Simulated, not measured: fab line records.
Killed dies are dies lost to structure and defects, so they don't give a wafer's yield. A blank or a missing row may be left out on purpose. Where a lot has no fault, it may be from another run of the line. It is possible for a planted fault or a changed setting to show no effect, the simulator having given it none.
Lot-split experiment | flow sky130 | 23 wafers read across 5 lots, on a route 708 steps long

SPLIT DETAILS
At SKY_CONTACT_EXPOSE_11 (exposes mask CTM1, target cd 170 nm), the setting dose_mj was moved away from the recipe's 38 on 4 of the 23 wafers read, by -2.4% to +6.4%. All remaining wafers had this setting at the recipe value.

FROM THE SPLIT TO THE READING: what the file shows between them, 2 steps
- SKY_CONTACT_PEB_12
- SKY_CONTACT_DEVELOP_13: develop time 60 s

THE READING
At SKY_CONTACT_CD_MEAS_14: cd_nm in nanometres, against a target cd of 170 nm. Fault-free wafers of this fab line usually give 170.0 nm, standard deviation 1.7 nm.

wafer  | tool, chamber at the split | dose_mj as run | against the recipe | cd_nm, nm | against lot-mates on the recipe
L074.1 | krf_scanner-02, 0          | 38             | recipe             | 169.7     | -
L074.2 | krf_scanner-02, 0          | 38             | recipe             | 169.7     | -
L074.3 | krf_scanner-02, 0          | 38             | recipe             | 169.8     | -
L074.4 | krf_scanner-02, 0          | 38             | recipe             | 169.2     | -
L074.6 | krf_scanner-02, 0          | 38             | recipe             | 170.0     | -
L076.2 | krf_scanner-02, 0          | 40.45          | +6.4%              | 182.3     | +12.0
L076.3 | krf_scanner-02, 0          | 40.45          | +6.4%              | 181.8     | +11.5
L076.4 | krf_scanner-02, 0          | 38             | recipe             | 169.7     | -
L076.5 | krf_scanner-02, 0          | 38             | recipe             | 170.5     | -
L076.6 | krf_scanner-02, 0          | 38             | recipe             | 170.7     | -
L078.1 | krf_scanner-01, 0          | 38             | recipe             | 170.1     | -
L078.2 | krf_scanner-01, 0          | 37.09          | -2.4%              | 167.2     | -3.1
L078.3 | krf_scanner-01, 0          | 37.09          | -2.4%              | 165.3     | -5.0
L078.4 | krf_scanner-01, 0          | 38             | recipe             | 171.6     | -
L078.6 | krf_scanner-01, 0          | 38             | recipe             | 169.3     | -
L080.2 | krf_scanner-02, 0          | 38             | recipe             | 170.2     | -
L080.4 | krf_scanner-02, 0          | 38             | recipe             | 169.7     | -
L080.6 | krf_scanner-02, 0          | 38             | recipe             | 168.6     | -
L084.1 | krf_scanner-01, 0          | 38             | recipe             | 165.0     | -
L084.2 | krf_scanner-01, 0          | 38             | recipe             | 167.9     | -
L084.3 | krf_scanner-01, 0          | 38             | recipe             | 166.3     | -
L084.4 | krf_scanner-01, 0          | 38             | recipe             | 166.1     | -
L084.6 | krf_scanner-01, 0          | 38             | recipe             | 166.4     | -

FIT RESULTS
A straight line over all 23 wafers: cd_nm changes by +1.9 nm for each +1% of dose_mj; r = +0.91; the points scatter about the line by 1.8 nm.
The same after taking each lot's own level away (the mean of its wafers on the recipe; 23 wafers): +1.81 nm for each +1%; r = +0.98; scatter 0.73 nm.
On that fit, the largest move of dose_mj shifts the reading by 12 nm.
The span of the lots' own levels, 166.34 to 170.33 nm, comes to 2.3 times the standard deviation stated above.
The two slopes are in agreement: the lot-to-lot level therefore moves the slope only a little.
Check: for one of the wafers moved furthest among these (+6.4%), held out of the fit, the line's prediction against its lot-mates is +11.4 nm. It came out at +12 nm against them.

OTHER SPLITS APPLIED TO THESE WAFERS
These wafers also went through other splits before the reading. Each is held against what the fit with the lots' levels taken away leaves over:
other split on the same wafers               | wafers away from the commonest value | r with cd_nm (lot level and that fit taken away)
SKY_LI_CONTACT_COAT_07 spin_rpm              | 10                                   | -0.01
SKY_LI_CONTACT_CVD_21 temp_c                 | 8                                    | -0.03
SKY_LOCAL_INTERCONNECT_COAT_06 resist_thk_nm | 5                                    | +0.08
SKY_LOCAL_INTERCONNECT_ETCH_13 ion_energy_ev | 9                                    | +0.20

THE WHOLE CHAIN: every reading that the file lists as answering this split, in the file's order
step                   | what it does                                                         | reading                                                        | change (the file's fit)              | r (the file's)
SKY_CONTACT_DEVELOP_13 | develop time 60 s                                                    | CONTACT.cd_nm (the simulator's own value, which no gauge read) | +1.84 nm for each +1% of the setting | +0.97
SKY_CONTACT_CD_MEAS_14 | target cd 170 nm                                                     | cd_nm                                                          | +1.81 nm for each +1% of the setting | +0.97
SKY_CONTACT_ETCH_16    | etches BARC in N2/H2, stops on SiO2, time 45.9 s, target depth 60 nm | CONTACT.cd_nm (the simulator's own value, which no gauge read) | +1.87 nm for each +1% of the setting | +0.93

THE FILE'S OWN FIT
cd_nm changes by +1.81 nm for each +1% of dose_mj, r = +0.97.
